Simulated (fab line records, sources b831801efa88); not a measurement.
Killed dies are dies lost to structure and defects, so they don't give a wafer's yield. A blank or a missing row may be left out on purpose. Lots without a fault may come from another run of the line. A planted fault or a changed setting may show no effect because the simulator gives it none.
One fault seen from 2 desks | flow sfq_line | each desk has only its own numbers; what lay behind them comes last

THE TOOL OWNER'S DESK: pvd_sputter-04
The tool's own readings at SFQ_TRILAYER_JJ_TRILAYER_DEP_SPUTTER_112 (material Nb, target thk 170 nm, time 113.3 s): means of the sampled wafers that have a number, for each lot that ran on this tool. A lot is out of limits, marked OUT, if its mean lies more than 4 standard deviations from the usual mean; the brackets give that distance.
Columns: A = throttle_valve_pct at SFQ_TRILAYER_JJ_TRILAYER_DEP_SPUTTER_112, usual 30.2 %
lot  | first seen here | A
L673 | day 40 20:25    | 31.0
L682 | day 44 17:34    | 31.3
L685 | day 45 08:33    | 31.2
L692 | day 48 13:37    | 30.8
L694 | day 49 02:37    | 30.5
L696 | day 49 12:13    | 30.9
This desk's finding: nothing out of limits on any of the 6 lots.

THE METROLOGY DESK
What the gauges read, lot by lot, whatever tool the lot ran on: means of the sampled wafers that have a number. A lot is out of limits, marked OUT, if its mean lies more than 4 standard deviations from the usual mean; the brackets give that distance.
Columns: A = M4_OVL at SFQ_M4_OVL_MEAS_926, usual 3 nm; B = JJ_NB_RS at SFQ_JJ_RS_MEAS_929, usual 1.051 ohm/sq
lot  | first seen here | A  | B
L673 | day 34 22:10    | -3 | 1.052
L674 | day 35 05:22    | 8  | 1.050
L675 | day 35 15:44    | 10 | 1.032
L676 | day 36 05:32    | 2  | 1.051
L682 | day 38 01:04    | 8  | 1.016
L685 | day 38 10:38    | 5  | 1.016
L686 | day 38 15:26    | -3 | 1.029
L690 | day 39 17:39    | -0 | 1.067
L691 | day 39 21:14    | 5  | 1.051
L692 | day 40 11:44    | 12 | 1.048
L693 | day 40 16:32    | 5  | 1.059
L694 | day 40 18:56    | -1 | 1.040
L695 | day 40 22:32    | 2  | 1.075
L696 | day 41 05:17    | -4 | 1.050
This desk's finding: nothing out of limits on any of the 14 lots.

PUT TOGETHER
The tool owner's desk saw nothing out of limits.
The metrology desk saw nothing out of limits.

WHAT THE SIMULATOR HAD PUT IN
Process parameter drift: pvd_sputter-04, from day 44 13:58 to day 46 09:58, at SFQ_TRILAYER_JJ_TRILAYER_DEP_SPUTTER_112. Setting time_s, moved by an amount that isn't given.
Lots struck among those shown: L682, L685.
